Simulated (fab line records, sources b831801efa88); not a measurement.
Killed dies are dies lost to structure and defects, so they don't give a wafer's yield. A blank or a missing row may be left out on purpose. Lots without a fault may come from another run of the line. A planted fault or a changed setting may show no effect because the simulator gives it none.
Which tool did it? | flow sky130 | 10 lots, 30 wafers sampled, at 2 steps of a route of 708

WHAT THE GAUGES READ, wafer by wafer
SKY_VIA1_THK_MEAS_01.
lot  | measured     | on            | VIA1_HDPCVD_THK (nm)
L240 | day 32 14:00 | film_metro-04 | 1012 1021 1028
L246 | day 35 01:09 | film_metro-01 | 1028 1039 1035
L248 | day 35 12:22 | film_metro-01 | 1019 1018 1021
L252 | day 36 17:49 | film_metro-04 | 1017 1037 1018
L253 | day 37 06:28 | film_metro-04 | 1032 1032 1018
L257 | day 38 04:57 | film_metro-01 | 1035 1024 1020
L258 | day 38 07:54 | film_metro-01 | 1041 1034 1033
L260 | day 39 02:27 | film_metro-02 | 1035 1034 1034
L262 | day 39 08:40 | film_metro-04 | 1003 1021 1021
L263 | day 39 17:31 | film_metro-01 | 1043 1044 1042

WHICH TOOL RAN EACH LOT (tool, then ch and the chambers of the sampled wafers, then the start)
lot  | SKY_METAL1_STRIP_20
L240 | plasma_asher-01 ch 0,1, day 32 12:47
L246 | plasma_asher-02 ch 0,1, day 35 00:25
L248 | plasma_asher-02 ch 0,1, day 35 11:38
L252 | plasma_asher-03 ch 0,1, day 36 17:07
L253 | plasma_asher-01 ch 0,1, day 37 05:45
L257 | plasma_asher-03 ch 0,1, day 38 03:49
L258 | plasma_asher-03 ch 0,1, day 38 06:46
L260 | plasma_asher-03 ch 0,1, day 39 01:43
L262 | plasma_asher-02 ch 0,1, day 39 07:55
L263 | plasma_asher-01 ch 0,1, day 39 16:49
- SKY_METAL1_STRIP_20: strips in O2/N2.

THE ANSWER, worked out from the rows above alone
Rule: what is usual is taken from the lots themselves. Put in order of their means at a reading, lots are off if they are a third of the lots or fewer, leave a main group of 4 or more, and stand apart from it by a gap of 3 or more times the standard deviation of the main group's means; of several such gaps the widest counts. A main group whose means are all the same, to the digits that the tables above print for the reading, isn't used. A lot without any number at a reading at which 4 lots or more have one is off too. The other lots that the step has rows for count as sound.
No lot is off at any reading shown: from this, nothing can be told.

WHAT THE SIMULATOR HAD PUT IN
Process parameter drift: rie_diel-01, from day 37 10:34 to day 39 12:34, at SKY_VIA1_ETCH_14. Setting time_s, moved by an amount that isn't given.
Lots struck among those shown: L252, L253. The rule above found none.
